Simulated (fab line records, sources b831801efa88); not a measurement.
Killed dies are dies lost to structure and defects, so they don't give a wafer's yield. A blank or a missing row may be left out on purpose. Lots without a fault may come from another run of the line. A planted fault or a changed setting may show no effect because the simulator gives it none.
Problem report in the 8D (eight disciplines) form, filled by code | flow sky130 | the parts of the form that need people (team, actions taken, sign-off) are left out

1. THE PROBLEM
SONOS_TUNNEL_TW at SKY_SONOS_TUNNEL_TW_MEAS_12 reads a mean of 184.3 on 6 wafers of 2 lots; wafers without a fault read 197.6 with a standard deviation of 1.2. That is -11 standard deviations from the usual mean.
First seen on wafer L922.1, day 16 00:52, on film_metro-03. The record holds 39 wafers of 13 lots with a number at this step. Rule for "out", or "out of limits": more than 4 standard deviations from the usual mean. The other wafers with a number count as sound.

2. WHAT IT IS AND WHAT IT IS NOT
question                    | is                     | is not
which readings at this step | SONOS_TUNNEL_TW        | -
which lots                  | L922, L923             | L909, L910, L911, L912, L914, L916, L917, L918, L920, L921, L930
which wafers of those lots  | all that have a number | -
read on which gauges        | film_metro-03          | film_metro-02, film_metro-04
when                        | from day 16 00:52      | up to then (30 sound wafers); but 3 sound wafers of L930 came after

3. SUSPECTS, AND WHAT RULES EACH OUT
Counting: a tool at a process step up to the reading stays a suspect if it ran every lot that is out and no sound lot after the first of them.
- the gauge at SKY_SONOS_TUNNEL_TW_MEAS_12: ruled out. All the wafers that are out were read on film_metro-03, but those of them that SKY_SONOS_TUNNEL_IMPLANT_09 has rows for are out there too, on other tools.
- implanter-01 at SKY_SONOS_TUNNEL_IMPLANT_09: kept. It ran every lot that is out, first L922 (day 16 00:28), and no sound lot after that; its last sound lot up to then is L921 (day 15 15:08). Its own readings are out on those wafers: beam_on_s, faraday_current_uA.
Left after counting: implanter-01 at SKY_SONOS_TUNNEL_IMPLANT_09.

4. THE CAUSE (what the simulator had put in)
Process parameter drift: implanter-01, from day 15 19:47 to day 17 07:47, at SKY_SONOS_TUNNEL_IMPLANT_09. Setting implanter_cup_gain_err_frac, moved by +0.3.
Counting left only this tool.

5. THE CHAIN OF EFFECTS, in route order
Each row: a reading whose mean over the struck wafers that have a number lies more than 3 standard deviations from the usual. Only readings for which the record gives a usual standard deviation are gone through. hours: the time from each lot's start at the first step in this table that gives one to its start at this step, as a median over the lots. sigmas: the change in usual standard deviations.
hours | step                        | reading            | usual   | on struck wafers | change | sigmas
0     | SKY_SONOS_TUNNEL_IMPLANT_09 | beam_on_s          | 10.01 s | 7.53             | -2.48  | -12
0     | SKY_SONOS_TUNNEL_IMPLANT_09 | faraday_current_uA | 5.64    | 7.48             | +1.84  | +17
0     | SKY_SONOS_TUNNEL_TW_MEAS_12 | SONOS_TUNNEL_TW    | 197.6   | 184.3            | -13.3  | -11
The process steps in it:
- SKY_SONOS_TUNNEL_IMPLANT_09
Later measuring or inspecting steps at which every struck wafer that the step has a row for has a number for every such reading, and none has moved that far: SKY_SD_P_CD_MEAS_07, SKY_SD_P_OVL_MEAS_08.

6. WHAT WOULD HAVE CAUGHT IT SOONER
In this record the first reading out of limits at a measuring or inspecting step was taken at day 16 00:52, 5 hours after the fault began at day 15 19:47.
The tool's own readings at SKY_SONOS_TUNNEL_IMPLANT_09 were out on every struck wafer that the step has a row for (beam_on_s, faraday_current_uA): an alarm limit on them would have fired on the first of those.
Of the lots that are out (2), L923 began SKY_SONOS_TUNNEL_IMPLANT_09 on implanter-01 after day 16 00:52. A hold on the tool at that time would have spared it.
